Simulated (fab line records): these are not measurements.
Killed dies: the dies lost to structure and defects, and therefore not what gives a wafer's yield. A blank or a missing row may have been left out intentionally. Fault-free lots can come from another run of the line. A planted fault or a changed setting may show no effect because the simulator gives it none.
What tool caused it? / flow sky130 / 24 lots with 72 wafers sampled at 2 steps, on a route of 708 steps

WHAT THE GAUGES SHOWED, per wafer
SKY_METAL2_CD_MEAS_15 targets a cd of 140 nm.
lot=L074; measured=day 35 02:05; on=cd sem-02; cd nm (nm)=138.7 137.9 139.7
lot=L075; measured=day 35 11:41; on=cd sem-01; cd nm (nm)=138.9 138.5 137.8
lot=L076; measured=day 35 20:32; on=cd sem-02; cd nm (nm)=140.8 139.4 140.8
lot=L077; measured=day 36 09:53; on=cd sem-01; cd nm (nm)=138.8 139.5 138.0
lot=L078; measured=day 36 10:52; on=cd sem-01; cd nm (nm)=137.9 138.1 139.3
lot=L079; measured=day 36 20:19; on=cd sem-02; cd nm (nm)=138.2 140.1 140.0
lot=L080; measured=day 37 10:46; on=cd sem-01; cd nm (nm)=138.7 137.5 139.1
lot=L081; measured=day 37 15:16; on=cd sem-02; cd nm (nm)=137.8 138.2 137.9
lot=L082; measured=day 38 11:13; on=cd sem-02; cd nm (nm)=139.0 140.4 139.6
lot=L084; measured=day 39 10:10; on=cd sem-02; cd nm (nm)=140.8 139.4 140.1
lot=L083; measured=day 39 11:19; on=cd sem-02; cd nm (nm)=138.7 137.4 137.2
lot=L085; measured=day 39 13:19; on=cd sem-02; cd nm (nm)=138.8 138.3 139.0
lot=L087; measured=day 39 13:34; on=cd sem-01; cd nm (nm)=138.4 136.7 137.1
lot=L086; measured=day 39 16:49; on=cd sem-02; cd nm (nm)=140.6 141.5 141.6
lot=L088; measured=day 39 18:04; on=cd sem-01; cd nm (nm)=141.3 141.6 142.8
lot=L089; measured=day 40 00:16; on=cd sem-01; cd nm (nm)=139.3 139.4 138.4
lot=L090; measured=day 40 07:46; on=cd sem-02; cd nm (nm)=141.2 141.4 139.8
lot=L092; measured=day 40 16:35; on=cd sem-02; cd nm (nm)=137.7 139.4 139.6
lot=L091; measured=day 40 18:34; on=cd sem-02; cd nm (nm)=140.4 140.3 140.3
lot=L093; measured=day 41 00:07; on=cd sem-01; cd nm (nm)=139.1 137.2 138.5
lot=L094; measured=day 41 04:23; on=cd sem-02; cd nm (nm)=140.4 138.8 139.2
lot=L095; measured=day 41 15:14; on=cd sem-01; cd nm (nm)=139.7 138.3 138.7
lot=L096; measured=day 41 21:34; on=cd sem-01; cd nm (nm)=139.7 139.4 139.3
lot=L097; measured=day 42 17:34; on=cd sem-02; cd nm (nm)=140.4 139.9 140.3

SKY_VIA3_OVL_MEAS_13.
lot=L074; measured=day 39 14:25; on=overlay-02; VIA3_OVL (nm)=-8 -5 -10
lot=L075; measured=day 39 23:20; on=overlay-01; VIA3_OVL (nm)=3 4 4
lot=L076; measured=day 40 06:05; on=overlay-01; VIA3_OVL (nm)=-11 -8 -6
lot=L077; measured=day 40 21:12; on=overlay-02; VIA3_OVL (nm)=-2 -2 6
lot=L078; measured=day 40 21:32; on=overlay-01; VIA3_OVL (nm)=-8 -4 -12
lot=L079; measured=day 41 06:35; on=overlay-01; VIA3_OVL (nm)=-8 -13 -9
lot=L080; measured=day 41 19:46; on=overlay-02; VIA3_OVL (nm)=-1 -3 -3
lot=L081; measured=day 42 00:47; on=overlay-02; VIA3_OVL (nm)=-11 -14 -10
lot=L082; measured=day 42 16:31; on=overlay-01; VIA3_OVL (nm)=-5 -3 -1
lot=L084; measured=day 43 15:19; on=overlay-02; VIA3_OVL (nm)=-6 -7 -1
lot=L083; measured=day 43 15:47; on=overlay-01; VIA3_OVL (nm)=6 8 0
lot=L085; measured=day 43 18:58; on=overlay-02; VIA3_OVL (nm)=0 -1 -1
lot=L087; measured=day 43 19:14; on=overlay-01; VIA3_OVL (nm)=1 -2 -1
lot=L086; measured=day 43 21:47; on=overlay-01; VIA3_OVL (nm)=2 -2 2
lot=L088; measured=day 43 23:04; on=overlay-02; VIA3_OVL (nm)=5 2 8
lot=L089; measured=day 44 05:49; on=overlay-01; VIA3_OVL (nm)=-1 -5 3
lot=L090; measured=day 44 10:56; on=overlay-02; VIA3_OVL (nm)=-8 -5 -10
lot=L092; measured=day 44 18:21; on=overlay-02; VIA3_OVL (nm)=10 12 4
lot=L091; measured=day 44 22:08; on=overlay-01; VIA3_OVL (nm)=1 13 6
lot=L093; measured=day 45 02:26; on=overlay-01; VIA3_OVL (nm)=7 0 3
lot=L094; measured=day 45 06:30; on=overlay-01; VIA3_OVL (nm)=-3 -2 -6
lot=L095; measured=day 45 14:28; on=overlay-02; VIA3_OVL (nm)=2 -1 -5
lot=L096; measured=day 45 22:13; on=overlay-02; VIA3_OVL (nm)=4 0 -3
lot=L097; measured=day 46 14:22; on=overlay-01; VIA3_OVL (nm)=4 -3 1

WHICH TOOL RAN EACH LOT (tool, then ch and the chambers of the sampled wafers, then the start)
There is no process step in the record ahead of these readings.

WHAT THE TOOLS THEMSELVES READ (means of the sampled wafers that have a number; where no wafer has one, the mark that the record gives instead)
The record holds no such reading with a usual standard deviation.

THE ANSWER, worked out from the rows above alone
Rule: what is usual is taken from the lots themselves. The widest of any qualifying gaps counts: lots, ordered by their means at a reading, are off when they make up no more than a third of the lots, leave a main group of 4 or more, and stand apart from it by 3 or more times the standard deviation of that group's means. If all means in a main group match to the digits the tables above print for the reading, that group is not used. Also off: a lot with no number at a reading for which 4 or more lots have one. Any other lot the step has rows for is counted as sound. The gauges are gone through in route order, then the tools' own readings, and for those a lot's mean is taken as printed above. At the first step where some lot is off, the reading lying furthest off is the one used; lots without a number count as furthest.
No lot is off on any of the readings shown, so nothing can be concluded from this.

WHAT HAD BEEN PUT IN BY THE SIMULATOR
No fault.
